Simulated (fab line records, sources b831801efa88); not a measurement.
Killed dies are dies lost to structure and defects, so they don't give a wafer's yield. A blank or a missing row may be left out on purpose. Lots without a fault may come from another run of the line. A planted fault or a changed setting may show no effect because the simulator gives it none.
One fault seen from 2 desks | flow sky130 | each desk has only its own numbers; what lay behind them comes last

THE TOOL OWNER'S DESK: plasma_asher-02
The tool's own readings at SKY_SD_N_STRIP_11 (strips in O2/N2): means of the sampled wafers that have a number, for each lot that ran on this tool. A lot is out of limits, marked OUT, if its mean lies more than 4 standard deviations from the usual mean; the brackets give that distance.
Columns: A = drypump_motor_current_A at SKY_SD_N_STRIP_11, usual 6.03 A; B = n2_flow_sccm at SKY_SD_N_STRIP_11, usual 299.9 sccm; C = oes_product_au at SKY_SD_N_STRIP_11, usual 0.527 a.u.; D = strip_time_to_endpoint_s at SKY_SD_N_STRIP_11, usual 22.53 s
lot  | first seen here | A    | B     | C               | D
L565 | day 29 05:58    | 5.98 | 300.5 | 0.529           | 22.57
L572 | day 31 04:25    | 6.13 | 299.5 | 0.479 (-11) OUT | -
L580 | day 33 17:49    | 6.15 | 300.2 | 0.527           | 22.49
L584 | day 36 16:47    | 6.13 | 299.1 | 0.524           | 22.49
This desk's finding: out of limits on L572; first on L572, day 31 04:25 (oes_product_au at SKY_SD_N_STRIP_11). In limits: L565, L580, L584.

THE METROLOGY DESK
What the gauges read, lot by lot, whatever tool the lot ran on: means of the sampled wafers that have a number. A lot is out of limits, marked OUT, if its mean lies more than 4 standard deviations from the usual mean; the brackets give that distance.
Columns: A = cd_nm at SKY_POLY_CUT_CD_MEAS_08, usual 269.8 nm; B = SD_P_TW at SKY_SD_P_TW_MEAS_11, usual 2815
lot  | first seen here | A     | B
L563 | day 24 09:17    | 272.6 | 2758
L565 | day 25 13:58    | 266.2 | 2860
L564 | day 25 15:37    | 267.7 | 2800
L566 | day 25 22:01    | 269.3 | 2852
L572 | day 27 14:28    | 268.3 | 2860
L576 | day 29 01:03    | 266.7 | 2787
L579 | day 30 06:29    | 270.1 | 2794
L580 | day 30 08:10    | 269.2 | 2784
L583 | day 31 05:01    | 269.4 | 2764
L582 | day 31 05:44    | 270.8 | 2857
L585 | day 33 06:44    | 271.4 | 2779
L584 | day 33 09:22    | 272.6 | 2779
This desk's finding: nothing out of limits on any of the 12 lots.

PUT TOGETHER
The tool owner's desk could have raised an alarm at day 31 04:25, on L572.
The metrology desk saw nothing out of limits.
The metrology desk has L572 on record, within its limits.
Of the lots named, all ran SKY_SD_N_STRIP_11 on plasma_asher-02.

WHAT THE SIMULATOR HAD PUT IN
Strip aborted: plasma_asher-02, from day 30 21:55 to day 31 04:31, at SKY_SD_N_STRIP_11. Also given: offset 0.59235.
Lots struck among those shown: L572.
Hours from the fault's start to each desk's first reading out of limits: the tool owner's desk, 7.
